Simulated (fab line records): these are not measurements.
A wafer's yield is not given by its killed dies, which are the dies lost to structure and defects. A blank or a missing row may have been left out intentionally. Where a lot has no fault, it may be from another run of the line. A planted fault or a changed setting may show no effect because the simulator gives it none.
fab line records | flow sky130
[record] lots = 6 wafers = 18 last_day = 50
route steps=708 shown POLY_GATE@233 LDD_N@237 PAD_OPEN@708
lots that met no fault: from a run of the same line without faults
start_h: hours from the record's opening day to when the first of the lot's shown wafers began | wait_h: time in hours since the lot's previous step | " the same as in the row above | L1.1+2: a row that stands for several wafers | - value missing, or start not given | * or withheld: withheld | < > ~ a bound
route shown NAME@n: a module of which the file shows steps, and the number in the route of the first | usual: the fault-free wafers' mean and standard deviation | same: alike in all rows | chamber/n: place in a boat | sites: readings site by site | _std_site: the values' standard deviation | _edge_site: the outer-site mean with the inner-site mean subtracted | radius_mm: how far each site lies from the wafer's centre | mask NAME#n: copy n | behind: the tool/chamber that last shaped the wafer | hold: reason for holding the lot/hours on hold/outcome of the hold | device: whichever transistor did not switch (one of n, p or np) | end of line: the tests these same wafers got at the end of their route | for a step that has no rows: nothing shown but its recipe | killed: not the wafer's yield, but the dies lost to structure and defects at the first sort | map: a wafer's dies, x killed, . not, _ none there
set.NAME: setting as actually run; set.NAME@STEP: the setting as run at that earlier step | model.NAME: the simulator's own value behind a step, which no gauge read
certain route steps with their lots: each step a table, each wafer a row
services: from which hour (start_h, from the record's first day; less than 0 if before it) a tool's chamber was out of use, for how many hours, and why
[[steps]]
[step SKY_POLY_GATE_CLEAN_19]
[recipe] chemistry = SC1/SC2 mix = 1:4:20 temp_c = 70 time_s = 150 dry = n2_spin
[step SKY_POLY_GATE_OXIDATION_20]
[recipe] temp_c = 850 ambient = O2 stabilise_s = 600 purge_s = 300 target_thk_a = 40 ox_time_s = 899
[step SKY_POLY_GATE_THK_MEAS_21]
[recipe] reads = SiO2_of_POLY_GATE_OXIDATION_20
[usual] POLY_GATE_OXIDATION_THK = 3.99/0.077
// columns lot.wafer tool chamber start_h wait_h POLY_GATE_OXIDATION_THK[nm]
L561.4 film_metro-04 - 442.68 0.0 3.96
L561.5 " - " " 3.90
L561.6 " - " " 3.93
L565.1 film_metro-04 - 473.28 0.0 3.86
L565.4 " - " " 3.94
L565.6 " - " " 3.97
L567.3 film_metro-04 - 493.54 0.0 4.02
L567.5 " - " " 4.06
L567.6 " - " " 4.08
L568.4 film_metro-04 - 503.99 0.0 4.09
L568.5 " - " " 4.06
L568.6 " - " " 4.06
L571.1 film_metro-01 - 523.13 0.0 3.86
L571.5 " - " " 3.87
L571.6 " - " " 3.83
L574.1 film_metro-01 - 555.56 0.0 4.06
L574.2 " - " " 4.06
L574.3 " - " " 4.02
[step SKY_POLY_GATE_CD_MEAS_22]
[usual] cd_nm = 149.5/2.6
// columns lot.wafer tool chamber start_h wait_h cd_nm
L561.4 cd_sem-01 - 442.89 0.2 152.5
L561.5 " - " " 152.2
L561.6 " - " " 149.0
L565.1 cd_sem-01 - 473.41 0.1 145.1
L565.4 " - " " 151.1
L565.6 " - " " 148.3
L567.3 cd_sem-01 - 493.64 0.1 146.9
L567.5 " - " " 149.1
L567.6 " - " " 149.1
L568.4 cd_sem-02 - 504.10 0.1 151.5
L568.5 " - " " 147.7
L568.6 " - " " 148.4
L571.1 cd_sem-01 - 523.19 0.1 154.2
L571.5 " - " " 152.4
L571.6 " - " " 148.1
L574.1 cd_sem-01 - 555.62 0.1 148.0
L574.2 " - " " 150.2
L574.3 " - " " 152.4
[step SKY_LDD_N_DEHYDRATE_00]
[recipe] temp_c = 200 time_s = 60
[step SKY_LDD_N_HMDS_01]
[recipe] prime_time_s = 60 prime_temp_c = 120
[step SKY_LDD_N_COAT_02]
[recipe] resist = NOVOLAK spin_rpm = 3000 resist_thk_nm = 300
[step SKY_LDD_N_SOFTBAKE_03]
[recipe] temp_c = 90 time_s = 60 resist = NOVOLAK
[step SKY_LDD_N_EXPOSE_04]
[recipe] mask_id = NTM target_cd_nm = 840 na = 0.6 source_shape = conventional sigma_outer = 0.6 dose_mj = 110
[step SKY_LDD_N_PEB_05]
[recipe] temp_c = withheld time_s = * resist = NOVOLAK
[step SKY_LDD_N_DEVELOP_06]
[recipe] develop_time_s = 60 dev_temp_c = 23
[step SKY_LDD_N_OVL_MEAS_07]
[usual] LDD_N_OVL = 0.1/1.1
// columns lot.wafer tool chamber start_h wait_h LDD_N_OVL[nm]
L561.4 overlay-01 - 474.31 0.1 0.3
L561.5 " - " " -0.7
L561.6 " - " " -0.8
L565.1 overlay-02 - 504.69 0.1 -0.2
L565.4 " - " " 1.5
L565.6 " - " " 1.8
L567.3 overlay-01 - 524.68 0.1 2.1
L567.5 " - " " 1.2
L567.6 " - " " 0.9
L568.4 overlay-02 - 533.93 0.1 0.5
L568.5 " - " " -0.1
L568.6 " - " " 1.4
L571.1 overlay-02 - 553.69 0.1 0.5
L571.5 " - " " -0.7
L571.6 " - " " 1.3
L574.1 overlay-02 - 586.21 0.1 1.3
L574.2 " - " " 2.6
L574.3 " - " " 1.6
[step SKY_LDD_N_IMPLANT_08]
[recipe] species = As energy_kev = 20 dose_cm2 = 7.5e+13 tilt_deg = withheld rotation_deg = 23
[usual] rotation_deg = 22.993/0.02
// columns lot.wafer tool chamber start_h wait_h rotation_deg
L561.4 implanter-04 0 474.40 0.1 23.028
L561.5 " 0 " " 23.004
L561.6 " 0 " " 22.969
L565.1 implanter-04 0 504.73 0.0 194.03
L565.4 " 0 " " 194.00
L565.6 " 0 " " 194.02
L567.3 implanter-04 0 524.75 0.1 194.05
L567.5 " 0 " " 194.00
L567.6 " 0 " " 194.00
L568.4 implanter-01 0 534.03 0.1 22.999
L568.5 " 0 " " 22.999
L568.6 " 0 " " 23.030
L571.1 implanter-03 0 553.73 0.0 22.984
L571.5 " 0 " " 23.006
L571.6 " 0 " " 22.991
L574.1 implanter-03 0 586.25 0.0 23.009
L574.2 " 0 " " 22.999
L574.3 " 0 " " 22.985
[step SKY_LDD_N_IMPLANT_09]
[recipe] species = As energy_kev = 20 dose_cm2 = 7.5e+13 tilt_deg = withheld rotation_deg = 113
[step SKY_PAD_OPEN_PROBE_99]
[usual] killed_at_M0_to_M3 = 44/7.2 killed_at_M4_up = 2.9/1.8 killed_at_contacts = 24/5.2 killed_at_front_end = 15/4 killed_at_other = 0.2/0.49 killed_dies = 85/9.1 killed_on_rim = 17/3.7 killed_open = 47/6.8 killed_short = 38/5.7
[same] gross_dies = 492 killed_at_back_side = 0
// columns lot.wafer tool chamber start_h wait_h killed_at_M0_to_M3 killed_at_M4_up killed_at_contacts killed_at_front_end killed_at_other killed_dies killed_on_rim killed_open killed_short model.etest.nfet_01v8.r_on_ohm_um model.etest.nfet_01v8_lvt.drive_ua_um model.etest.nfet_01v8.drive_ua_um model.etest.nfet_01v8_lvt.vt_sat_v model.etest.nfet_01v8.vt_sat_v
L561.4 prober-01 - 1138.99 0.2 36 4 32 14 0 86 15 47 39 875.8 544.9 475.4 0.5533 0.6623
L561.5 prober-01 - 1139.04 0.2 35 0 25 16 0 76 18 48 28 867.9 551.7 479.8 0.5501 0.659
L561.6 prober-01 - 1139.09 0.2 41 3 28 14 0 86 14 50 36 835.4 570.8 494.6 0.5363 0.6542
L565.1 prober-02 - 1156.84 0.1 42 0 16 12 0 70 16 42 28 845.5 557 488.9 0.5653 0.6737
L565.4 prober-02 - 1156.99 0.2 33 5 26 16 0 80 15 42 38 877.3 550.2 479.7 0.5652 0.6743
L565.6 prober-02 - 1157.09 0.2 44 3 17 10 0 74 15 42 32 855.8 561 488.9 0.5617 0.6659
L567.3 prober-02 - 1167.12 0.2 63 3 23 20 0 109 17 58 51 881.3 539.5 473.5 0.5843 0.6884
L567.5 prober-02 - 1167.22 0.2 50 1 31 17 0 99 20 60 39 862.5 549 483.2 0.5778 0.6772
L567.6 prober-02 - 1167.27 0.2 50 4 26 13 1 94 14 59 35 850.7 552.1 487.5 0.5783 0.6797
L568.4 prober-01 - 1175.42 0.2 39 2 24 20 1 86 15 48 38 838.8 566.9 496.3 0.54 0.6533
L568.5 prober-01 - 1175.47 0.2 26 5 29 20 1 81 15 37 44 825.8 580.8 509.5 0.5308 0.6432
L568.6 prober-01 - 1175.52 0.2 29 1 25 10 2 67 12 39 28 845.3 562.7 490.8 0.5415 0.6527
L571.1 prober-02 - 1186.57 0.1 44 1 32 13 0 90 16 53 37 839.7 570.7 507.2 0.5336 0.6419
L571.5 prober-02 - 1186.77 0.2 40 4 29 22 0 95 16 54 41 834.6 580.7 506.2 0.5405 0.6452
L571.6 prober-02 - 1186.82 0.2 49 2 21 10 0 82 15 55 27 822.7 580.4 507.7 0.5281 0.6399
L574.1 prober-01 - 1204.21 0.1 41 1 26 23 0 91 16 54 37 844.4 564.8 494.3 0.5461 0.655
L574.2 prober-01 - 1204.26 0.1 36 4 21 16 0 77 15 45 32 832.9 574.4 503.6 0.5354 0.6479
L574.3 prober-01 - 1204.31 0.2 48 2 29 11 1 91 20 50 41 844.2 567.3 496.9 0.5413 0.655
// killed by level:class
L561.4 CONTACT:geometric_particle:open=15 VIA2:geometric_particle:open=9 VIA1:geometric_particle:open=8 FIELD_ISO:geometric_particle:short=6 LI_CONTACT:geometric_particle:open=6 METAL1:geometric_particle:short=5 VIA1:geometric_particle:short=4 METAL3:geometric_particle:short=4
L561.5 LI_CONTACT:geometric_particle:open=11 VIA2:geometric_particle:open=9 CONTACT:geometric_particle:open=8 FIELD_ISO:geometric_particle:open=5 VIA1:geometric_particle:open=5 FIELD_ISO:geometric_particle:short=4 VIA3:geometric_particle:short=4 METAL2:geometric_particle:short=4
L561.6 LI_CONTACT:geometric_particle:open=10 VIA2:geometric_particle:open=8 VIA1:geometric_particle:open=8 CONTACT:geometric_particle:short=6 CONTACT:geometric_particle:open=6 VIA3:geometric_particle:open=6 FIELD_ISO:geometric_particle:open=5 METAL2:geometric_particle:short=5
L565.1 VIA1:geometric_particle:open=15 CONTACT:geometric_particle:open=9 METAL1:geometric_particle:short=6 VIA1:geometric_particle:short=6 POLY_GATE:geometric_particle:short=5 METAL2:geometric_particle:short=5 VIA3:geometric_particle:open=5 FIELD_ISO:geometric_particle:open=3
L565.4 LI_CONTACT:geometric_particle:open=11 VIA3:geometric_particle:open=7 VIA1:geometric_particle:open=6 CONTACT:geometric_particle:open=5 METAL1:geometric_particle:short=5 METAL4:geometric_particle:short=4 LI_CONTACT:geometric_particle:short=4 VIA1:geometric_particle:short=4
L565.6 CONTACT:geometric_particle:open=8 VIA1:geometric_particle:open=8 VIA1:geometric_particle:short=7 VIA2:geometric_particle:open=5 LI_CONTACT:geometric_particle:open=4 METAL1:geometric_particle:short=4 METAL2:geometric_particle:short=4 VIA3:geometric_particle:open=4
L567.3 VIA1:geometric_particle:open=18 VIA2:geometric_particle:open=12 CONTACT:geometric_particle:short=9 VIA1:geometric_particle:short=8 METAL2:geometric_particle:short=8 LI_CONTACT:geometric_particle:open=6 FIELD_ISO:geometric_particle:open=6 METAL1:geometric_particle:short=6
L567.5 VIA1:geometric_particle:open=14 LI_CONTACT:geometric_particle:open=13 VIA1:geometric_particle:short=9 VIA3:geometric_particle:open=8 CONTACT:geometric_particle:open=7 POLY_GATE:geometric_particle:open=7 VIA2:geometric_particle:open=5 LI_CONTACT:geometric_particle:short=4
L567.6 VIA1:geometric_particle:open=17 CONTACT:geometric_particle:open=12 VIA3:geometric_particle:short=7 VIA3:geometric_particle:open=7 POLY_GATE:geometric_particle:open=6 LI_CONTACT:geometric_particle:open=6 VIA1:geometric_particle:short=6 CONTACT:geometric_particle:short=4
L568.4 CONTACT:geometric_particle:open=10 POLY_GATE:geometric_particle:open=9 VIA1:geometric_particle:open=9 VIA2:geometric_particle:open=7 LI_CONTACT:geometric_particle:open=6 METAL2:geometric_particle:short=6 CONTACT:geometric_particle:short=5 METAL1:geometric_particle:short=5
L568.5 LOCAL_INTERCONNECT:geometric_particle:short=7 VIA1:geometric_particle:open=7 CONTACT:geometric_particle:open=7 FIELD_ISO:geometric_particle:short=6 VIA1:geometric_particle:short=6 LI_CONTACT:geometric_particle:open=5 METAL4:geometric_particle:short=4 LI_CONTACT:geometric_particle:short=4
L568.6 CONTACT:geometric_particle:open=8 VIA1:geometric_particle:open=7 LI_CONTACT:geometric_particle:open=7 LOCAL_INTERCONNECT:geometric_particle:short=5 VIA1:geometric_particle:short=4 FIELD_ISO:geometric_particle:short=3 POLY_GATE:geometric_particle:short=3 CONTACT:geometric_particle:short=3
L571.1 CONTACT:geometric_particle:open=14 VIA1:geometric_particle:open=10 LI_CONTACT:geometric_particle:open=9 METAL2:geometric_particle:short=9 FIELD_ISO:geometric_particle:open=6 VIA2:geometric_particle:open=5 LI_CONTACT:geometric_particle:short=4 METAL3:geometric_particle:short=4
L571.5 CONTACT:geometric_particle:open=10 VIA1:geometric_particle:short=10 VIA1:geometric_particle:open=10 VIA2:geometric_particle:open=9 LI_CONTACT:geometric_particle:open=8 FIELD_ISO:geometric_particle:short=6 FIELD_ISO:geometric_particle:open=5 CONTACT:geometric_particle:short=5
L571.6 VIA3:geometric_particle:open=12 CONTACT:geometric_particle:open=10 VIA1:geometric_particle:open=8 VIA2:geometric_particle:open=7 VIA3:geometric_particle:short=5 METAL2:geometric_particle:short=4 LI_CONTACT:geometric_particle:open=4 VIA1:geometric_particle:short=4
L574.1 CONTACT:geometric_particle:open=15 FIELD_ISO:geometric_particle:open=8 VIA1:geometric_particle:open=8 VIA2:geometric_particle:open=7 FIELD_ISO:geometric_particle:short=5 POLY_GATE:geometric_particle:open=5 METAL1:geometric_particle:short=5 VIA2:geometric_particle:short=5
L574.2 LI_CONTACT:geometric_particle:open=9 VIA2:geometric_particle:open=8 FIELD_ISO:geometric_particle:open=6 CONTACT:geometric_particle:open=6 VIA1:geometric_particle:open=6 POLY_GATE:geometric_particle:short=5 VIA1:geometric_particle:short=4 VIA3:geometric_particle:open=4
L574.3 VIA3:geometric_particle:open=12 CONTACT:geometric_particle:open=11 LI_CONTACT:geometric_particle:open=9 VIA2:geometric_particle:open=9 VIA1:geometric_particle:short=8 METAL1:geometric_particle:short=6 CONTACT:geometric_particle:short=5 FIELD_ISO:geometric_particle:short=4
[[services]]
// columns tool chamber start_h hours kind
implanter-03 - 467.29 1.8 repair
implanter-01 - 477.29 2.0 repair
implanter-03 - 488.92 2.0 repair
implanter-03 - 490.89 3.2 pm
implanter-04 - 547.16 4.1 repair
implanter-03 - 557.21 2.6 repair
implanter-03 - 559.55 3.2 repair
[[key]]
[first_sign] step = SKY_LDD_N_IMPLANT_08 reading = rotation_deg direction = up sigmas = 99+ usual = 22.993 struck = 194.02
effect none on later readings
[model_effect] step = SKY_PAD_OPEN_PROBE_99 value = etest.nfet_01v8.r_on_ohm_um without = 834.9 struck = 862.2
met_at SKY_LDD_N_IMPLANT_08
struck_wafers L565.1,L565.4,L565.6,L567.3,L567.5,L567.6
tester_left_out L565,L567
onset_between 474.40 504.73
[fault] kind = process_parameter_drift tool = implanter-04 chamber = - onset_h = 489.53 steps = SKY_LDD_N_IMPLANT_08 channel = rotation_deg offset = 171.01 shape = step end_h = 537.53 acts_in = these_recipes_only stated = 23
// tester_left_out: of these lots the tester's yield and bins aren't shown, on N5 and GAA mostly nor the transistor test; their killed dies are dies lost to structure and defects alone, not to doping, threshold or leakage, so they don't give the yield
